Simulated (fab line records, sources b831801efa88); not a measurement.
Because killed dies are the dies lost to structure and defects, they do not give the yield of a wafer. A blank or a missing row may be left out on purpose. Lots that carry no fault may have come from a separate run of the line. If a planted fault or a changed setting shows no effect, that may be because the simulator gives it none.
Matching of chambers    flow sky130    SKY_VIA3_ETCH_14 on rie diel-04 has 4 sister chambers
The step etches BARC in N2/H2, stops on SiO2, time 45.9 s, target depth 60 nm. 4 wafers are shown with their chamber, then 9 later ones without.

== WAFERS, EACH WITH ITS CHAMBER ==
wafer   chamber  drypump motor current A (A)
L085.1  1        5.66
L085.4  0        5.76
L089.1  2        5.43
L089.6  3        5.65

== WAFERS MISSING THEIR CHAMBER ==
wafer   drypump motor current A (A)
L090.3  5.67
L090.5  5.68
L090.6  5.78
L091.2  5.46
L091.3  5.76
L091.5  5.70
L095.1  5.69
L095.4  5.78
L095.6  5.68

== WHICH CHAMBER EACH ONE RAN IN ==
wafer   from the rows above           in truth
L090.3  can't be placed: 1 or 3       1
L090.5  can't be placed: 1 or 3       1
L090.6  0                             0
L091.2  2                             2
L091.3  0                             0
L091.5  can't be placed: 1 or 3 or 0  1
L095.1  can't be placed: 1 or 3 or 0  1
L095.4  0                             0
L095.6  can't be placed: 1 or 3       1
4 of 9 placed correctly. Unplaceable from these rows: 5, with the true chamber sitting among the candidates in 5. Wrongly placed: 0.
How it was worked out, from the rows above alone: a wafer's distance from a chamber is the root of the sum, over the readings, of the square of ((its reading less the chamber's mean) divided by the reading's scatter). If the next closest chamber is less than 2 further off than the closest, the wafer can't be placed; otherwise it belongs to the closest. For every chamber, the mean is computed from those of its wafers that are shown. The scatter: with one shown wafer a chamber, the root of the mean of the squares of how far each hidden wafer lies from its nearest shown one.
